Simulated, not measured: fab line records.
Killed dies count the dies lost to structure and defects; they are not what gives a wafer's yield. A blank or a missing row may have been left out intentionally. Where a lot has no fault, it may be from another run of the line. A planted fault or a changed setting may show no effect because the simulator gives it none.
One fault through the eyes of 2 desks -- flow gf180mcu -- every desk sees just its own numbers, and what lay behind them comes last

## DESK OF THE TOOL OWNER: lithoTrack-03
The tool's own readings at GF_MVSD_DEVELOP_06 (develop time 60 s): means of the sampled wafers that have a number, for each lot that ran on this tool. Any lot whose mean is over 4 standard deviations away from the usual mean is out of limits and marked OUT; that distance is given in the brackets.
Columns: A = developerTempC at GF_MVSD_DEVELOP_06, usual 23.01 C
lot,first seen here,A
L221,day 5 04:00,23.00
L225,day 6 00:00,23.01
L233,day 8 10:00,23.04
L235,day 8 21:00,22.17 (-8.7) OUT
L236,day 9 00:00,22.09 (-9.5) OUT
Finding of this desk: L235, L236 out of limits; the first was L235 at day 8 21:00, on developerTempC at GF_MVSD_DEVELOP_06. In limits: L221, L225, L233.

## FROM THE METROLOGY DESK
Lot by lot, what the gauges showed, no matter which tool ran the lot: averages of those sampled wafers that carry a number. Any lot whose mean is over 4 standard deviations away from the usual mean is out of limits and marked OUT; that distance is given in the brackets.
Columns: A = cdNm at GF_SAB_CD_MEAS_09, usual 420.3 nm; B = SALICIDE_TIN_THK at GF_SALICIDE_THK_MEAS_05, usual 20.27 nm; C = cdNm at GF_M1_CD_MEAS_14, usual 230.4 nm
lot,first seen here,A,B,C
L218,day 14 20:56,422.5,20.15,232.3
L219,day 15 08:05,421.5,20.09,231.0
L220,day 15 10:26,418.7,20.25,230.1
L221,day 16 02:46,421.5,20.27,229.7
L222,day 16 10:14,419.0,20.52,230.7
L225,day 17 12:50,420.6,20.31,230.7
L223,day 17 13:51,420.9,20.25,232.3
L232,day 20 12:31,423.5,20.35,230.6
L233,day 21 02:23,417.9,20.42,229.4
L235,day 21 14:56,424.3,20.01,231.5
L236,day 21 20:53,416.1,20.13,231.8
L237,day 22 06:31,422.4,20.13,230.0
L239,day 22 23:13,420.0,19.90,229.9
L241,day 23 09:13,424.9,20.29,229.8
Result from this desk: across the 14 lots, nothing is out of limits.

## PUT TOGETHER
The tool owner's desk could have raised an alarm at day 8 21:00, on L235, L236.
The metrology desk saw nothing out of limits.
The metrology desk holds a record of L235, L236, inside its limits.
The lots listed all ran GF_MVSD_DEVELOP_06 on lithoTrack-03.

## WHAT THE SIMULATOR PUT IN
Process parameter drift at GF_MVSD_DEVELOP_06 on lithoTrack-03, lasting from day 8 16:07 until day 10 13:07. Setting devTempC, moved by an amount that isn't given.
Shown lots that were struck: L235, L236.
How many hours passed from the start of the fault until each desk's first out-of-limits reading: the tool owner's desk, 5.
